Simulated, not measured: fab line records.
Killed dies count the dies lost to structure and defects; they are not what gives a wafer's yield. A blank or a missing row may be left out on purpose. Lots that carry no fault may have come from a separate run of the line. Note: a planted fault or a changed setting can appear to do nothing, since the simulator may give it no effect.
Matching of chambers	flow gf180mcu	4 sister chambers for GF_V1_CMP_26 on cmp-01
The step polishes, stops on SiO2, t overpolish 15 s, target thk 0 nm. 16 wafers are shown with their chamber, then 8 later ones without.

## WAFERS PAIRED WITH THEIR CHAMBERS
wafer	chamber	motorCurrentA (A)	timeToEndpointS (s)	overpolishRunS (s)
L716.3	0	11.0	88	14.993
L716.4	1	10.1	89	15.013
L716.5	3	11.2	81	15.005
L719.3	1	9.6	88	15.007
L719.5	2	10.8	78	15.005
L719.6	3	10.3	82	15.023
L723.3	1	9.1	88	14.992
L723.4	2	10.7	80	15.006
L723.6	3	10.8	86	14.997
L729.1	0	11.7	85	14.982
L729.2	2	10.8	76	15.002
L729.3	1	9.6	84	15.013
L730.2	2	11.0	80	14.990
L730.3	1	10.0	84	15.003
L730.4	3	11.5	81	14.996
L732.1	3	10.6	80	14.993

SIGNATURES (averages over the wafers above)
reading	chamber 0	chamber 1	chamber 2	chamber 3	scatter within a chamber
motorCurrentA	11.350	9.680	10.825	10.880	0.39
timeToEndpointS	86.50	86.60	78.50	82.00	2.25
overpolishRunS	14.98750	15.00560	15.00075	15.00280	0.00964
Rule: for a wafer and a chamber, the distance is found by dividing, reading by reading, the gap between the wafer's reading and the chamber's mean by the reading's scatter, squaring, summing and taking the root. The wafer belongs to the nearest chamber; if the next one is less than 2 further off, it can't be placed. The scatter: take each reading less its chamber's mean, square it, sum over the shown wafers, divide by the number of wafers less the number of chambers, and take the root.

## WAFERS WHOSE CHAMBER IS MISSING
wafer	motorCurrentA (A)	timeToEndpointS (s)	overpolishRunS (s)
L732.2	10.6	83	15.008
L732.4	11.4	90	15.009
L736.2	11.3	86	14.992
L736.4	9.3	83	15.024
L736.5	11.0	80	14.992
L738.1	11.1	85	15.006
L738.3	10.6	80	14.999
L738.4	9.4	89	15.013

## EACH ONE'S CHAMBER
wafer	from the rows above	in truth
L732.2	can't be placed: 3 or 2 or 1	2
L732.4	can't be placed: 0 or 3 or 1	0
L736.2	can't be placed: 0 or 3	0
L736.4	can't be placed: 1 or 3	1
L736.5	can't be placed: 2 or 3 or 0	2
L738.1	can't be placed: 3 or 0 or 2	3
L738.3	can't be placed: 2 or 3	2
L738.4	1	1
1 of 8 placed correctly. Not placeable from these rows: 7 (in 7, the candidates include the true chamber). Wrongly placed: 0.
